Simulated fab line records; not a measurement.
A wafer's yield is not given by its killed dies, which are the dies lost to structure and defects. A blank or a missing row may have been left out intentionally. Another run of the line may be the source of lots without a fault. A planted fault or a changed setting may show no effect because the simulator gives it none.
Chamber matching -- flow sky130 -- SKY_VIA3_CMP_02 on cmp-02 has 4 sister chambers
The step polishes SiO2. 4 wafers are shown with their chamber, then 10 later ones without.

## WAFERS, EACH WITH ITS CHAMBER
wafer,chamber,motor current A (A)
L085.1,2,13.5
L085.2,1,11.5
L090.1,3,12.9
L090.2,0,14.1

## WAFERS WITHOUT THEIR CHAMBER
wafer,motor current A (A)
L090.3,13.3
L095.1,12.8
L095.4,12.0
L095.6,14.6
L096.3,13.3
L096.4,14.0
L096.5,11.9
L097.1,13.0
L097.3,11.8
L097.5,11.7

## WHICH CHAMBER EACH WENT THROUGH
wafer,from the rows above,in truth
L090.3,can't be placed: 2 or 3 or 0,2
L095.1,can't be placed: 3 or 2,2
L095.4,can't be placed: 1 or 3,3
L095.6,can't be placed: 0 or 2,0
L096.3,can't be placed: 2 or 3 or 0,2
L096.4,can't be placed: 0 or 2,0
L096.5,can't be placed: 1 or 3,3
L097.1,can't be placed: 3 or 2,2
L097.3,1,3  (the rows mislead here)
L097.5,1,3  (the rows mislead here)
Correct placement for 0 of the 10. These rows do not allow placing 8 (true chamber among the candidates in 8). 2 placed wrongly.
How it was worked out, from the rows above alone: a wafer's distance from a chamber is the root of the sum, over the readings, of the square of ((its reading less the chamber's mean) divided by the reading's scatter). If the next closest chamber is less than 2 further off than the closest, the wafer can't be placed; otherwise it belongs to the closest. The mean given for a chamber averages the wafers shown for that chamber. The scatter (one wafer shown for each chamber): square how far every hidden wafer sits from the nearest shown wafer, average those squares and take the square root.
